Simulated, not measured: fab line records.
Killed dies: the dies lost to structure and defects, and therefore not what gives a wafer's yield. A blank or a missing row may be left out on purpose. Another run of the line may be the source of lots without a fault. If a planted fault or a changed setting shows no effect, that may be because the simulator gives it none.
Problem report, 8D (eight disciplines) form, completed by code :: flow gf180mcu :: the parts of the form that need people (team, actions taken, sign-off) are left out

1. WHAT WENT WRONG
A mean of 1.716 Pa is read at GF_M3_SPUTTER_00 for chamber_pressure_pa, taken on 1 wafer of 1 lot, against 2.000 Pa (standard deviation 0.0041) on wafers free of any fault. Relative to the usual mean, that is a shift of -69 standard deviations.
The step: material Ti, target thk 37.5 nm, time 150 s.
First seen on wafer L456.6, day 25 06:01, on pvd_sputter-04. The record holds 15 wafers of 5 lots with a number at this step. Rule for "out", or "out of limits": more than 4 standard deviations from the usual mean. All remaining wafers that have a number are taken as sound.

2. WHAT IT IS AND WHAT IT IS NOT
question: which readings at this step
is: chamber_pressure_pa
is not: throttle_valve_pct

question: which lots
is: L456
is not: L449, L451, L455, L463

question: which wafers of those lots
is: L456.6
is not: L456.1, L456.3

question: read on which tools
is: pvd_sputter-04
is not: pvd_sputter-02, pvd_sputter-03

question: when
is: from day 25 06:01
is not: up to then (11 sound wafers); but 3 sound wafers of L463 came after

3. SUSPECTS, AND WHAT RULES EACH OUT
Counting: a tool at a process step up to the reading stays a suspect if it ran every lot that is out. Sound lots after the first of them don't rule it out here, since some wafers of a struck lot are sound.
- rie_diel-01 at GF_V2_ETCH_17 (etches SiO2 in C4F8/O2/Ar, stops on TiN, target depth 630 nm): kept. L456, the lot that is out, went through it at day 25 04:47; up to then, the latest sound lot through it was L449 at day 23 00:59. GF_V2_ETCH_17: start missing for some lots; hours and lot order therefore follow GF_V2_STRIP_18.
- plasma_asher-01 at GF_V2_STRIP_18 (strips in O2/N2): kept. L456, the lot that is out, went through it at day 25 04:47; up to then, the latest sound lot through it was L449 at day 23 00:59.
- pvd_sputter-01 at GF_V2_SPUTTER_22 (material TiN, target thk 10 nm, time 40.64 s): kept. L456, the lot that is out, went through it at day 25 05:23; up to then, the latest sound lot through it was L455 at day 25 00:56.
- cmp-01 at GF_V2_CMP_26 (polishes, stops on SiO2, t overpolish 15 s, target thk 0 nm): kept. L456, the lot that is out, went through it at day 25 05:46; up to then, the latest sound lot through it was L451 at day 23 14:41.
- pvd_sputter-04 at GF_M3_SPUTTER_00 (material Ti, target thk 37.5 nm, time 150 s): kept. L456, the lot that is out, went through it at day 25 06:01; up to then, the latest sound lot through it was L451 at day 23 14:59. Out on those wafers are its own readings of chamber_pressure_pa.
- Within rie_diel-01 at GF_V2_ETCH_17: the wafers that are out ran in chamber 3; their sound lot-mates ran in chambers 0, 1.
- Within cmp-01 at GF_V2_CMP_26: the wafers that are out ran in chamber 2; their sound lot-mates ran in chambers 1, 3.
Left after counting: rie_diel-01 at GF_V2_ETCH_17, plasma_asher-01 at GF_V2_STRIP_18, pvd_sputter-01 at GF_V2_SPUTTER_22, cmp-01 at GF_V2_CMP_26, pvd_sputter-04 at GF_M3_SPUTTER_00.

4. THE CAUSE (what the simulator had put in)
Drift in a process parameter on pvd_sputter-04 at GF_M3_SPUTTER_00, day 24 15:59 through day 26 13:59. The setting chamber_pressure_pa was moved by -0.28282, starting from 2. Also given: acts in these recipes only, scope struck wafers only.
Of the 5 suspects that counting leaves, this tool is one.

5. SEQUENCE OF EFFECTS, ordered by route
Rows list readings where the struck wafers' mean (over those with a number) sits beyond 3 standard deviations from the usual. Only readings for which the record gives a usual standard deviation are gone through. hours: the time from each lot's start at the first step in this table that gives one to its start at this step, as a median over the lots. sigmas: the change in usual standard deviations.
hours: 0
step: GF_M3_SPUTTER_00
reading: chamber_pressure_pa
usual: 2.000 Pa
on struck wafers: 1.716
change: -0.284
sigmas: -69
Its process steps:
- GF_M3_SPUTTER_00: material Ti, target thk 37.5 nm, time 150 s.

6. WHAT WOULD HAVE CAUGHT IT SOONER
In this record the first reading out of limits was taken at day 25 06:01, 14 hours after the fault began at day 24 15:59.
